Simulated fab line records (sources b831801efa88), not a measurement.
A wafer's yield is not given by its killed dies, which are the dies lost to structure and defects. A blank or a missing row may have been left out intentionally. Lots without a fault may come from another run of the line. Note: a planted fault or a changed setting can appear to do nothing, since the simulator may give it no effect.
Struck lot and sound lot, side by side -- flow sky130 -- 16 steps out of a route of 708
Sound: wafers L938.2, L938.3, L938.6. Wafers struck: L944.2, L944.3, L944.4. The cause is given at the end.
At each step with rows: each side's tool, then ch and its chambers, then its first start. Under that, the readings that differ: sound wafers -- struck wafers -- difference of the means -- sigmas: that difference in standard deviations of wafers without a fault.
alike: a reading whose means differ by less than 2 such deviations, as well as words and numbers matching on both sides. not compared: withheld readings; readings where some wafer has no value; bounds like >300 that might hide an equal value; numbers whose values overlap and for which the record gives no deviation.
A row with sigmas, a row that says differs or no value, or rows on one side alone: a step with any of these is where the two part. When numbers do not overlap yet have no deviation, they are printed without sigmas and do not part them. Lack of a reading on every wafer of one side parts them only where that side has two or more wafers.

SKY_VIA1_CMP_02: polishes SiO2.
  sound on cmp-01 ch 0,1, day 38 09:12; struck on cmp-01 ch 0,2,3, day 39 20:01
  alike: motor current A
SKY_VIA1_BOW_MEAS_03:
  sound: film metro-02 at day 38 09:31; struck: film metro-02 at day 39 20:20
  alike: VIA1_BOW
then, 8 steps without rows for these wafers: SKY_VIA1_DEHYDRATE_04 (time 60 s); SKY_VIA1_HMDS_05 (prime time 60 s); SKY_VIA1_COAT_06 (resist thk 60 nm); SKY_VIA1_COAT_07 (resist thk 450 nm); SKY_VIA1_SOFTBAKE_08 (time 90 s); SKY_VIA1_EXPOSE_09 (exposes mask VIM, target cd 150 nm); SKY_VIA1_PEB_10; SKY_VIA1_DEVELOP_11 (develop time 60 s).
SKY_VIA1_CD_MEAS_12: the cd target is 150 nm.
  sound: cd sem-01 at day 39 11:41; struck: cd sem-02 at day 40 21:21
  alike: cd nm
SKY_VIA1_OVL_MEAS_13:
  sound: overlay-02 at day 39 11:47; struck: overlay-02 at day 40 21:28
  alike: VIA1_OVL
SKY_VIA1_ETCH_14: etches BARC in N2/H2, stops on SiO2, time 45.9 s, target depth 60 nm.
  sound on rie diel-02 ch 0,2, day 39 11:49; struck on rie diel-02 ch 0,2,3, day 40 21:29
  no value came back on the struck wafers for any of 5 readings (bias w (W), chamber pressure mTorr (mTorr) and others); on the sound wafers bias w (W) reads 100.61 100.30 100.31
reading,sound,struck,difference,sigmas
model.KrF-thick_of_VIA1_COAT_07.thk nm (nm),389.1 391.2 391.3,435.1 434.6 434.5,+44.2,
  not compared: rf hours counter h
SKY_VIA1_ETCH_15: etches SiO2 in C4F8/O2/Ar, stops on TiN, target depth 351 nm, time 54 s.
  sound on rie diel-02 ch 0,2, day 39 11:52; struck on rie diel-02 ch 0,2,3, day 40 21:32
reading,sound,struck,difference,sigmas
oes product au (a.u.),0.981 0.982 0.985,0.375 0.370 0.369,-0.611,-99 or more
model.KrF-thick_of_VIA1_COAT_07.thk nm (nm),317.6 321.4 321.5,365.3 363.7 363.1,+43.9,
  alike: bias w, chamber pressure mTorr
  not compared: rf hours counter h
SKY_VIA1_STRIP_16: strips in O2/N2.
  sound on plasma asher-03 ch 1, day 39 11:54; struck on plasma asher-03 ch 0,1, day 40 21:35
reading,sound,struck,difference,sigmas
oes product au (a.u.),0.408 0.411 0.412,0.434 0.430 0.430,+0.021,+5
strip time to endpoint s (s),4.402 4.439 4.456,4.903 4.874 4.887,+0.456,+19
  alike: drypump motor current A
  not compared: rf hours counter h
then, 1 step without rows for these wafers: SKY_VIA1_STRIP_17 (strips in post etch residue remover, time 1200 s).

== WHERE THEY PART ==
Earliest at SKY_VIA1_ETCH_14; latest, in this record, at SKY_VIA1_STRIP_16.

WHY: the cause the simulator had injected
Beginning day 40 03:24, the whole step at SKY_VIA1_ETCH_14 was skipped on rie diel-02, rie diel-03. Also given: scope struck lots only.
